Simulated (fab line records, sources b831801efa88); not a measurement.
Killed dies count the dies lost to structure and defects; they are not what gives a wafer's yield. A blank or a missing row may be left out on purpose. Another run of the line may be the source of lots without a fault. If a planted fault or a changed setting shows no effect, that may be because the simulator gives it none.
One fault seen from 2 desks + flow sky130 + what lay behind the numbers comes last; until then each desk has only its own

== THE TOOL OWNER'S DESK: litho-track-02 ==
The tool's own readings at SKY_CAP2M_SOFTBAKE_08 (time 60 s): means of the sampled wafers that have a number, for each lot that ran on this tool. Any lot whose mean is over 4 standard deviations away from the usual mean is out of limits and marked OUT; that distance is given in the brackets.
Columns: A = exhaust-pa at SKY_CAP2M_SOFTBAKE_08, usual 44.9 Pa; B = heater-power-total-W at SKY_CAP2M_SOFTBAKE_08, usual 56.60 W; C = plate-temp-C at SKY_CAP2M_SOFTBAKE_08, usual 90.03 C
| lot  | first seen here | A    | B               | C               |
|------|-----------------|------|-----------------|-----------------|
| L915 | day 43 06:50    | 44.5 | 56.64           | 90.10           |
| L917 | day 44 09:49    | 44.7 | 54.14 (-58) OUT | 87.28 (-21) OUT |
| L920 | day 44 23:26    | 45.6 | 54.19 (-57) OUT | 87.34 (-21) OUT |
This desk's verdict: out of limits on L917, L920, starting with L917 at day 44 09:49 (heater-power-total-W at SKY_CAP2M_SOFTBAKE_08). L915: within limits.

== THE METROLOGY DESK ==
What the gauges read for every lot (on any tool): the sampled wafers with a number, averaged. Any lot whose mean is over 4 standard deviations away from the usual mean is out of limits and marked OUT; that distance is given in the brackets.
Columns: A = CAP2M_CVD_00_THK at SKY_CAP2M_THK_MEAS_01, usual 15.39 nm; B = CAP2M_TIN_RS at SKY_CAP2M_RS_MEAS_03, usual 6.94 ohm/sq; C = CAP2M_TIN_THK at SKY_CAP2M_THK_MEAS_04, usual 200.3 nm; D = CAP2M_OVL at SKY_CAP2M_OVL_MEAS_12, usual -0.4 nm
| lot  | first seen here | A     | B    | C     | D    |
|------|-----------------|-------|------|-------|------|
| L906 | day 40 00:35    | 14.98 | 6.88 | 203.3 | -2.1 |
| L915 | day 42 19:14    | 15.67 | 6.89 | 202.3 | 0.4  |
| L917 | day 43 22:39    | 15.80 | 6.90 | 202.5 | -2.0 |
| L920 | day 44 12:14    | 15.18 | 7.04 | 196.4 | -3.7 |
| L924 | day 45 03:20    | 15.57 | 6.93 | 200.3 | -2.6 |
| L928 | day 46 01:21    | 15.58 | 7.01 | 197.3 | -0.7 |
This desk's verdict: no lot among the 6 shows anything out of limits.

== ALL TOGETHER ==
The tool owner's desk could have raised an alarm at day 44 09:49, on L917, L920.
Metrology desk: nothing out of limits seen.
The metrology desk holds a record of L917, L920, inside its limits.
Of the lots named, all ran SKY_CAP2M_SOFTBAKE_08 on litho-track-02.

== WHAT THE SIMULATOR HAD PUT IN ==
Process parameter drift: litho-track-02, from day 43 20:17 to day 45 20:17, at SKY_CAP2M_SOFTBAKE_08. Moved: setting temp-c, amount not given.
Lots struck among those shown: L917, L920.
Hours from the fault's start to each desk's first reading out of limits: the tool owner's desk, 14.
